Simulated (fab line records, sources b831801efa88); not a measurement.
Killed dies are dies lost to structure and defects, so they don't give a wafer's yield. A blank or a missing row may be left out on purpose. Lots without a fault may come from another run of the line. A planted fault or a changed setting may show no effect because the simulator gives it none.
fab line records | flow sky130 | part 2 of 2: steps 31 to 43 of 43
record lots=5 wafers=15 last_day=50
route steps=708 shown VIA2@524 METAL3@532 CAPM@537
lots that met no fault: from a run of the same line without faults
start_h: hours from the record's first day to the start of the lot's first wafer shown | wait_h: hours since the lot's step before | " the same as in the row above | L1.1+2: a row that stands for several wafers | - no value, or no start given | * or withheld: withheld | < > ~ a bound
route shown NAME@n: a module of which the file shows steps, and the number in the route of the first | usual: mean/standard deviation of fault-free wafers | same: alike in all rows | chamber/n: place in a boat | sites: the reading at each site | _std_site: their standard deviation | _edge_site: outer sites' mean less inner sites' | radius_mm: how far each site lies from the wafer's centre | mask NAME#n: copy n | behind: the tool/chamber that last shaped the wafer | hold: why the lot was held/for how many hours/how that ended | device: the transistor (n, p or np) that didn't switch | end of line: the same wafers' tests at the end of the route | a step without rows: its recipe alone | killed: dies lost to structure and defects at the first sort, not the wafer's yield | map: a wafer's dies, x killed, . not, _ none there
set.NAME: the setting as run; set.NAME@STEP: as run at that earlier step | model.NAME: the simulator's own value behind a step, which no gauge read
lots at some steps of the route; a table a step, a row a wafer
services: from which hour (start_h, from the record's first day; less than 0 if before it) a tool's chamber was out of use, for how many hours, and why
## steps
# step SKY_CAPM_CLEAN_17
# recipe chemistry=O3/DIW dry=n2_spin
# columns lot.wafer tool chamber start_h wait_h
L074.1+4+5 wet_bench-04 3 881.78 0.0
L081.2+3+5 wet_bench-03 0 933.18 0.0
L093.1+3+5 wet_bench-03 2 1018.87 0.0
L096.1+2+5 wet_bench-03 3 1040.61 0.0
L097.2+3+6 wet_bench-03 1 1043.07 0.0
# step SKY_METAL3_DEHYDRATE_05
# recipe temp_c=200 time_s=60
# columns lot.wafer tool chamber start_h wait_h
L074.1+4+5 litho_track-01 0 894.69 12.8
L081.2+3+5 litho_track-03 0 944.59 11.3
L093.1+3+5 litho_track-01 0 1030.14 11.2
L096.1+2+5 litho_track-01 0 1052.04 11.3
L097.2+3+6 litho_track-03 0 1054.24 11.1
# step SKY_METAL3_HMDS_06
# recipe prime_time_s=60 prime_temp_c=120
# same prime_time_s=60
# columns lot.wafer tool chamber start_h wait_h
L074.1+4+5 litho_track-01 0 894.84 0.1
L081.2+3+5 litho_track-03 0 944.74 0.1
L093.1+3+5 litho_track-01 0 1030.29 0.1
L096.1+2+5 litho_track-01 0 1052.19 0.1
L097.2+3+6 litho_track-03 0 1054.39 0.1
# step SKY_METAL3_COAT_07
# recipe resist=BARC temp_c=withheld time_s=withheld spin_rpm=3000 resist_thk_nm=60
# columns lot.wafer tool chamber start_h wait_h
L074.1+4+5 litho_track-01 0 894.99 0.1
L081.2+3+5 litho_track-03 0 944.89 0.1
L093.1+3+5 litho_track-01 0 1030.44 0.1
L096.1+2+5 litho_track-01 0 1052.34 0.1
L097.2+3+6 litho_track-03 0 1054.54 0.1
# step SKY_METAL3_COAT_08
# recipe resist=KrF-thick spin_rpm=3000 resist_thk_nm=1140
# columns lot.wafer tool chamber start_h wait_h
L074.1+4+5 litho_track-01 0 - -
L081.2+3+5 litho_track-03 0 - -
L093.1+3+5 litho_track-01 0 - -
L096.1+2+5 litho_track-01 0 - -
L097.2+3+6 litho_track-03 0 - -
# step SKY_METAL3_SOFTBAKE_09
# recipe temp_c=100 time_s=90 resist=KrF-thick
# columns lot.wafer tool chamber start_h wait_h
L074.1+4+5 litho_track-01 0 - -
L081.2+3+5 litho_track-03 0 - -
L093.1+3+5 litho_track-01 0 - -
L096.1+2+5 litho_track-01 0 - -
L097.2+3+6 litho_track-03 0 - -
# step SKY_METAL3_EXPOSE_10
# recipe mask_id=MM3 na=0.68 source_shape=annular sigma_inner=0.4 sigma_outer=0.8 target_cd_nm=300 dose_mj=28
# columns lot.wafer tool chamber start_h wait_h mask
L074.1+4+5 krf_scanner-02 0 - - MM3#0
L081.2+3+5 krf_scanner-02 0 - - MM3#0
L093.1+3+5 krf_scanner-01 0 - - MM3#0
L096.1+2+5 krf_scanner-02 0 - - MM3#0
L097.2+3+6 krf_scanner-02 0 - - MM3#0
# step SKY_METAL3_PEB_11
# recipe peb_temp_c=withheld peb_time_s=withheld resist=KrF-thick
# columns lot.wafer tool chamber start_h wait_h
L074.1+4+5 litho_track-02 0 - -
L081.2+3+5 litho_track-01 0 - -
L093.1+3+5 litho_track-03 0 - -
L096.1+2+5 litho_track-02 0 - -
L097.2+3+6 litho_track-03 0 - -
# step SKY_METAL3_DEVELOP_12
# recipe develop_time_s=60 resist=KrF-thick dev_temp_c=21
# columns lot.wafer tool chamber start_h wait_h
L074.1+4+5 litho_track-02 0 - -
L081.2+3+5 litho_track-01 0 - -
L093.1+3+5 litho_track-03 0 - -
L096.1+2+5 litho_track-02 0 - -
L097.2+3+6 litho_track-03 0 - -
# step SKY_METAL3_CD_MEAS_13
# recipe target_cd_nm=300
# usual cd_nm=300.3/1.4
# columns lot.wafer tool chamber start_h wait_h cd_nm
L074.1 cd_sem-01 - 908.28 - 301.8
L074.4 " - " " 300.9
L074.5 " - " " 300.8
L081.2 cd_sem-02 - 957.91 - 297.0
L081.3 " - " " 296.9
L081.5 " - " " 298.6
L093.1 cd_sem-01 - 1041.12 - 299.7
L093.3 " - " " 299.7
L093.5 " - " " 299.7
L096.1 cd_sem-02 - 1063.18 - 300.1
L096.2 " - " " 300.9
L096.5 " - " " 300.4
L097.2 cd_sem-02 - 1064.69 - 298.5
L097.3 " - " " 299.0
L097.6 " - " " 298.9
# step SKY_METAL3_OVL_MEAS_14
# usual METAL3_OVL=3/5.2
# columns lot.wafer tool chamber start_h wait_h METAL3_OVL[nm]
L074.1 overlay-01 - 908.40 0.1 3
L074.4 " - " " 0
L074.5 " - " " 8
L081.2 overlay-02 - 958.02 0.1 1
L081.3 " - " " 1
L081.5 " - " " 0
L093.1 overlay-01 - 1041.24 0.1 -3
L093.3 " - " " -2
L093.5 " - " " -2
L096.1 overlay-02 - 1063.30 0.1 9
L096.2 " - " " 11
L096.5 " - " " 6
L097.2 overlay-02 - 1064.79 0.1 4
L097.3 " - " " 9
L097.6 " - " " 3
# step SKY_METAL3_DESCUM_15
# recipe chemistry=O2 source_power_w=150 bias_power_w=0 pressure_mtorr=10 temp_c=40 time_s=8
# usual drypump_motor_current_A=6.0/0.6 oes_product_au=1.003/0.0075
# columns lot.wafer tool chamber start_h wait_h drypump_motor_current_A oes_product_au rf_hours_counter_h
L074.1 rie_metal-03 0 908.43 0.0 5.1 0.982 16
L074.4 " 1 " " 6.8 0.999 -
L074.5 " 0 " " 5.1 0.986 -
L081.2 rie_metal-02 0 958.05 0.0 6.2 0.999 9
L081.3 " 1 " " 5.6 0.996 -
L081.5 " 1 " " 5.6 0.999 -
L093.1 rie_metal-03 1 1041.27 0.0 6.7 0.996 19
L093.3 " 1 " " 6.8 0.997 -
L093.5 " 0 " " 5.1 0.997 -
L096.1 rie_metal-04 0 1063.33 0.0 6.5 1.009 16
L096.2 " 1 " " 5.8 1.010 22
L096.5 " 0 " " 6.5 1.016 -
L097.2 rie_metal-04 0 1064.82 0.0 6.4 1.007 16
L097.3 " 0 " " 6.4 1.010 -
L097.6 " 1 " " 5.7 1.017 -
# step SKY_METAL3_ETCH_16
# recipe chemistry=N2/H2 target=BARC ion_energy_ev=200 bias_w=100 pressure_mtorr=30 n2_flow_sccm=100 h2_flow_sccm=200 icp_w=500 stop_on=SiO2 time_s=88.2 target_depth_a=600
# usual drypump_motor_current_A=6.0/0.6 n2_flow_sccm=100.00/0.27 oes_product_au=0.625/0.0044 throttle_valve_pct=13.205/0.0089
# columns lot.wafer tool chamber start_h wait_h drypump_motor_current_A n2_flow_sccm oes_product_au rf_hours_counter_h throttle_valve_pct
L074.1 rie_metal-03 0 908.47 0.0 5.1 99.87 0.628 16 13.199
L074.4 " 1 " " 6.7 99.80 0.629 - 13.204
L074.5 " 0 " " 5.1 100.28 0.623 - 13.194
L081.2 rie_metal-02 0 958.08 0.0 6.2 99.97 0.621 9 13.204
L081.3 " 1 " " 5.6 100.20 0.624 - 13.212
L081.5 " 1 " " 5.6 100.10 0.620 - 13.214
L093.1 rie_metal-03 1 1041.30 0.0 6.7 99.47 0.630 19 13.215
L093.3 " 1 " " 6.7 99.89 0.619 - 13.209
L093.5 " 0 " " 5.1 100.42 0.623 - 13.206
L096.1 rie_metal-04 0 1063.37 0.0 6.5 100.24 0.623 16 13.214
L096.2 " 1 " " 5.7 99.92 0.626 22 13.206
L096.5 " 0 " " 6.5 100.34 0.621 - 13.193
L097.2 rie_metal-04 0 1064.85 0.0 6.4 99.63 0.625 16 13.213
L097.3 " 0 " " 6.5 99.67 0.626 - 13.190
L097.6 " 1 " " 5.8 99.67 0.625 - 13.214
## services
# columns tool chamber start_h hours kind
wet_bench-02 - 831.46 9.1 repair
wet_bench-03 - 836.40 1.0 repair
pvd_sputter-03 - 836.77 2.9 repair
plasma_asher-04 - 866.52 2.8 pm
pvd_sputter-04 - 873.00 7.7 repair
wet_bench-04 - 902.21 1.9 pm
krf_scanner-02 - 907.38 1.3 pm
cmp-01 - 912.05 4.0 pm
krf_scanner-02 - 914.87 0.4 repair
krf_scanner-02 - 915.32 1.0 pm
krf_scanner-02 - 917.70 3.6 pm
krf_scanner-02 - 924.81 4.0 pm
cvd_w-01 - 935.28 0.7 repair
rie_metal-03 - 947.14 0.7 repair
krf_scanner-02 - 955.78 14.5 repair
plasma_asher-04 - 956.04 5.2 repair
rie_metal-04 - 960.24 2.8 pm
krf_scanner-02 - 994.39 0.8 pm
iline_stepper-01 - 996.57 1.7 pm
cmp-01 - 997.22 1.6 repair
krf_scanner-02 - 1001.22 4.4 pm
pvd_sputter-03 - 1025.08 1.1 repair
cvd_w-01 0 1026.69 7.2 repair
wet_bench-02 - 1049.31 1.9 pm
